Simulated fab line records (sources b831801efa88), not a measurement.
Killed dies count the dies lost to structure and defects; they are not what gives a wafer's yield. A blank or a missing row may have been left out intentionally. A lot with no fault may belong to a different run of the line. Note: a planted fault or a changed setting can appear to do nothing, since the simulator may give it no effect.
The tool behind it: which one? || flow sky130 || 6 lots (17 wafers sampled), 1 step of a 708-step route

== WHAT THE GAUGES READ, wafer by wafer ==
SKY_CONTACT_RS_MEAS_25: a four-point-probe measurement.
{"lot": "L278", "measured": "day 32 12:10", "on": "film metro-02", "CONTACT_W_RS (ohm/sq)": "0.338 0.339 0.338"}
{"lot": "L281", "measured": "day 32 23:16", "on": "film metro-01", "CONTACT_W_RS (ohm/sq)": "0.336 0.336"}
{"lot": "L292", "measured": "day 36 18:17", "on": "film metro-02", "CONTACT_W_RS (ohm/sq)": "0.325 0.341 0.339"}
{"lot": "L294", "measured": "day 37 15:08", "on": "film metro-02", "CONTACT_W_RS (ohm/sq)": "0.321 0.337 0.339"}
{"lot": "L297", "measured": "day 38 04:07", "on": "film metro-02", "CONTACT_W_RS (ohm/sq)": "0.334 0.336 0.339"}
{"lot": "L299", "measured": "day 38 15:43", "on": "film metro-01", "CONTACT_W_RS (ohm/sq)": "0.325 0.342 0.326"}

== WHICH TOOL RAN EACH LOT (tool, then ch and the chambers of the sampled wafers, then the start) ==
The record shows no process step preceding these readings.

== THE ANSWER, worked out from the rows above alone ==
Rule: usual is defined by the lots themselves. Put in order of their means at a reading, lots are off if they are a third of the lots or fewer, leave a main group of 4 or more, and stand apart from it by a gap of 3 or more times the standard deviation of the main group's means; of several such gaps the widest counts. If all means in a main group match to the digits the tables above print for the reading, that group is not used. Also off: a lot with no number at a reading for which 4 or more lots have one. All remaining lots with rows at the step are treated as sound.
Nothing can be told from this: no lot is off at any reading shown.

== WHAT HAD BEEN PUT IN BY THE SIMULATOR ==
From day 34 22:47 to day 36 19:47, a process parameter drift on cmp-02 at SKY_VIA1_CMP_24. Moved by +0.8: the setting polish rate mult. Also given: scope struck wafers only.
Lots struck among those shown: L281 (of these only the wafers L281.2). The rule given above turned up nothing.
